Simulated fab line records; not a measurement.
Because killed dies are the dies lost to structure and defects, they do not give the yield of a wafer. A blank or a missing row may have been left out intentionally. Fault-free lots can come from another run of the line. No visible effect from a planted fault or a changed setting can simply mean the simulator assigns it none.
A lot that was struck, set against a sound lot :: flow sky130 :: 32 out of 708 route steps
Sound: the wafers L839.3, L839.5, L839.6. The struck wafers were L854.1, L854.3, L854.6. At the end, the cause is stated.
Per side, at each step with rows, come the tool, then ch with its chambers, and then its first start. Under that, the readings that differ: sound wafers :: struck wafers :: difference of the means :: sigmas: that difference in standard deviations of wafers without a fault.
alike: a reading whose means differ by less than 2 such deviations, as well as words and numbers matching on both sides. not compared: withheld readings; readings where some wafer has no value; bounds like >300 that might hide an equal value; numbers whose values overlap and for which the record gives no deviation.
A row with sigmas, a row that says differs or no value, or rows on one side alone: a step with any of these is where the two part. Non-overlapping numbers with no deviation appear without sigmas and do not part them. A reading missing from all wafers of one side parts the sides only when that side holds two or more wafers.

SKY_CONTACT_ETCH_18: etches Si3N4 in CHF3/O2, stops on TiN, time 39 s, target depth 75 nm.
  sound: rie-diel-02 ch 0,3; struck: rie-diel-03 ch 2,3
  alike: chamber-pressure-mTorr, drypump-motor-current-A, oes-product-au, rf-fwd-power-W, throttle-valve-pct
  not compared: rf-hours-counter-h
then, 4 steps without rows for these wafers: SKY_CONTACT_STRIP_19 (strips in O2/N2); SKY_CONTACT_STRIP_20 (strips in post etch residue remover, time 1200 s); SKY_CONTACT_CLEAN_21 (cleans in IPA, time 180 s); SKY_CONTACT_CLEAN_22 (cleans in O3/DIW).
SKY_CONTACT_SPUTTER_23: material TiN, target thk 20 nm, time 80 s.
  sound: pvd-sputter-02 at day 35 02:21; struck: pvd-sputter-04 at day 39 00:52
  alike: cathode-dc-power-W, throttle-valve-pct
then, 1 step without rows for these wafers: SKY_CONTACT_CVD_24 (deposits W, target thk 340 nm, time 102.12 s).
SKY_CONTACT_RS_MEAS_25: a four-point-probe measurement.
  sound: film-metro-01 at day 35 02:34; struck: film-metro-04 at day 39 01:02
  alike: CONTACT_W_RS
SKY_CONTACT_THK_MEAS_26: measures by xrf.
  sound: film-metro-01 at day 35 02:40; struck: film-metro-04 at day 39 01:09
  alike: CONTACT_W_THK
then, 3 steps without rows for these wafers: SKY_CONTACT_CMP_27 (polishes, stops on SiO2, t overpolish 15 s, target thk 0 nm); SKY_METAL1_SPUTTER_00 (material Ti, target thk 15 nm, time 10 s); SKY_METAL1_SPUTTER_01 (material TiN, target thk 20 nm, time 16.7 s).
SKY_METAL1_SPUTTER_02: material AlCu, target thk 250 nm, time 13.3 s.
  sound: pvd-sputter-04 at day 35 03:03; struck: pvd-sputter-01 at day 39 03:40
reading: model.AlCu_of_METAL1_SPUTTER_02.thk-nm (nm)
sound: 248.8 250.7 248.3
struck: 148.2 147.8 148.5
difference: -101.1
sigmas: 
  alike: cathode-dc-power-W, throttle-valve-pct
SKY_METAL1_SPUTTER_03: material Ti, target thk 5 nm, time 3.3 s.
  sound: pvd-sputter-04 at day 35 03:04; struck: pvd-sputter-01 at day 39 03:41
  alike: cathode-dc-power-W, throttle-valve-pct
then, 1 step without rows for these wafers: SKY_METAL1_SPUTTER_04 (material TiN, target thk 70 nm, time 58.3 s).
SKY_METAL1_RS_MEAS_05: a four-point-probe measurement.
  sound: film-metro-03 at day 35 03:11; struck: film-metro-04 at day 39 03:45
reading: METAL1_ALCU_RS (ohm/sq)
sound: 0.1271 0.1265 0.1274
struck: 0.2184 0.2194 0.2179
difference: +0.0916
sigmas: +70
SKY_METAL1_THK_MEAS_06: measures by xrf.
  sound: film-metro-03 at day 35 03:17; struck: film-metro-04 at day 39 03:52
reading: METAL1_ALCU_THK (nm)
sound: 251.1 255.1 252.1
struck: 150.2 149.6 150.9
difference: -102.5
sigmas: -41
then, 8 steps without rows for these wafers: SKY_METAL1_DEHYDRATE_07 (time 60 s); SKY_METAL1_HMDS_08 (prime time 60 s); SKY_METAL1_COAT_09 (resist thk 60 nm); SKY_METAL1_COAT_10 (resist thk 450 nm); SKY_METAL1_SOFTBAKE_11 (time 90 s); SKY_METAL1_EXPOSE_12 (exposes mask MM1, target cd 140 nm); SKY_METAL1_PEB_13; SKY_METAL1_DEVELOP_14 (develop time 60 s).
SKY_METAL1_CD_MEAS_15: the cd target is 140 nm.
  sound: cd-sem-01 at day 36 05:29; struck: cd-sem-01 at day 40 04:30
  alike: cd-nm
SKY_METAL1_OVL_MEAS_16:
  sound: overlay-02 at day 36 05:35; struck: overlay-02 at day 40 04:37
  alike: METAL1_OVL
SKY_METAL1_DESCUM_17: chemistry O2, time 8 s.
  sound on rie-metal-01 ch 0,1, day 36 05:37; struck on rie-metal-01 ch 0,1, day 40 04:40
  alike: chamber-pressure-mTorr, drypump-motor-current-A, oes-product-au, rf-fwd-power-W
  not compared: rf-hours-counter-h
SKY_METAL1_ETCH_18: etches BARC in N2/H2, stops on SiO2, time 45.9 s, target depth 60 nm.
  sound on rie-metal-01 ch 0,1, day 36 05:40; struck on rie-metal-01 ch 0,1, day 40 04:41
  alike: chamber-pressure-mTorr, drypump-motor-current-A, oes-product-au, rf-fwd-power-W, throttle-valve-pct
  not compared: rf-hours-counter-h
SKY_METAL1_METAL_ETCH_19: etches the open film in Cl2/BCl3, stops on SiO2, target depth 360 nm, time 78 s.
  sound on rie-metal-01 ch 0,1, day 36 05:44; struck on rie-metal-01 ch 0,1, day 40 04:45
reading: oes-product-au (a.u.)
sound: 0.850 0.850 0.853
struck: 0.748 0.743 0.750
difference: -0.104
sigmas: -18
  alike: chamber-pressure-mTorr, drypump-motor-current-A, rf-fwd-power-W, throttle-valve-pct
  not compared: rf-hours-counter-h
then, 1 step without rows for these wafers: SKY_METAL1_STRIP_20 (strips in O2/N2).
-- the record jumps here: 11 days lie between the struck wafers' starts before and after (it left off in module METAL1 and takes up again in module PAD_OPEN, whose first step shown is number 708 of the route) --
SKY_PAD_OPEN_PROBE_99:
  sound: prober-01 at day 48 11:49; struck: prober-01 at day 51 05:23
reading: killed-at-other
sound: 0 2 2
struck: 0 0 0
difference: -1
sigmas: -3

reading: model.etest.met1.line-ohm-um
sound: 0.9461 0.9313 0.9175
struck: 1.49 1.591 1.517
difference: +0.60
sigmas: 

reading: model.etest.met1.rs-ohm-sq
sound: 0.1292 0.1273 0.1298
struck: 0.2218 0.2223 0.2213
difference: +0.0930
sigmas: 
  alike: defect-limited-yield, killed_at_M0_to_M3, killed_at_M4_up, killed-at-contacts, killed-at-front-end, killed-dies, killed-open, killed-short, sort_bin_3_pad_short, sort_bin_5_function, sort_bin_6_memory, sort-n-pass, sort-yield-pct

WHERE THEY PART
Earliest at SKY_METAL1_RS_MEAS_05; latest, in this record, at SKY_PAD_OPEN_PROBE_99.

WHY: whatever the simulator had introduced
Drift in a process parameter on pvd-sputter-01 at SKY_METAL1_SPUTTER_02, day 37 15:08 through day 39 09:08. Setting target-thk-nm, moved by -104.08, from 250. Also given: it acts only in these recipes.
